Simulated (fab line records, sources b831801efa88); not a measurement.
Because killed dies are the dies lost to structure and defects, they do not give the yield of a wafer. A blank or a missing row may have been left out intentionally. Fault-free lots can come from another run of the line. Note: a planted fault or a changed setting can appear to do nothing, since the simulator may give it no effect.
The same fault as seen by 2 desks :: flow sfqLine :: numbers are kept per desk, each desk with only its own; the story behind them comes last

== FROM THE METROLOGY DESK ==
What the gauges read, lot by lot, whatever tool the lot ran on: means of the sampled wafers that have a number. Any lot whose mean is over 4 standard deviations away from the usual mean is out of limits and marked OUT; that distance is given in the brackets.
Columns: A = M5_OVL at SFQ_M5_OVL_MEAS_932, usual 0 nm; B = R5_MONX_RS at SFQ_R5_RS_MEAS_933, usual 7.06 ohm/sq; C = R5_MONX_THK at SFQ_R5_THK_MEAS_934, usual 39.6 nm; D = R5_OVL at SFQ_R5_OVL_MEAS_935, usual 2 nm; E = I5_OVL at SFQ_I5_OVL_MEAS_936, usual -2 nm; F = M8_BOW at SFQ_M8_BOW_MEAS_951, usual 8 um
lot: L482
first seen here: day 68 06:33
A: -1
B: 7.00
C: 39.6
D: 2
E: 6
F: 19

lot: L483
first seen here: day 68 10:09
A: 0
B: 7.02
C: 39.4
D: 6
E: 5
F: 4

lot: L484
first seen here: day 68 12:33
A: -10
B: 7.13
C: 39.0
D: -1
E: -6
F: 12

lot: L488
first seen here: day 73 02:55
A: -1
B: 7.16
C: 38.7
D: 7
E: 2
F: 13

lot: L489
first seen here: day 73 06:31
A: -7
B: 7.18
C: 39.1
D: -8
E: 1
F: 20

lot: L490
first seen here: day 73 08:54
A: -5
B: 6.97
C: 39.9
D: 11
E: -5
F: 10
This desk's finding: nothing out of limits on any of the 6 lots.

== FOR THE TOOL OWNER'S DESK: rieMetal-02 ==
The tool's own readings at SFQ_TRILAYER_M5_ETCH_METAL_ETCH_126 (etches Nb in Cl2/BCl3, stops on SiO2, time 203.2 s, target depth 265 nm): means of the sampled wafers that have a number, for each lot that ran on this tool. Any lot whose mean is over 4 standard deviations away from the usual mean is out of limits and marked OUT; that distance is given in the brackets.
Columns: A = drypumpMotorCurrentA at SFQ_TRILAYER_M5_ETCH_METAL_ETCH_126, usual 5.9 A; B = oesProductAu at SFQ_TRILAYER_M5_ETCH_METAL_ETCH_126, usual 0.728 a.u.
lot: L482
first seen here: day 68 06:42
A: 6.0
B: 0.717

lot: L483
first seen here: day 68 10:14
A: 5.7
B: 0.720

lot: L488
first seen here: day 73 03:00
A: 6.0
B: 0.730
This desk's finding: nothing out of limits on any of the 3 lots.

== ALL TOGETHER ==
From the metrology desk's view, nothing was out of limits.
The tool owner's desk saw nothing out of limits.

== WHAT WAS PUT IN BY THE SIMULATOR ==
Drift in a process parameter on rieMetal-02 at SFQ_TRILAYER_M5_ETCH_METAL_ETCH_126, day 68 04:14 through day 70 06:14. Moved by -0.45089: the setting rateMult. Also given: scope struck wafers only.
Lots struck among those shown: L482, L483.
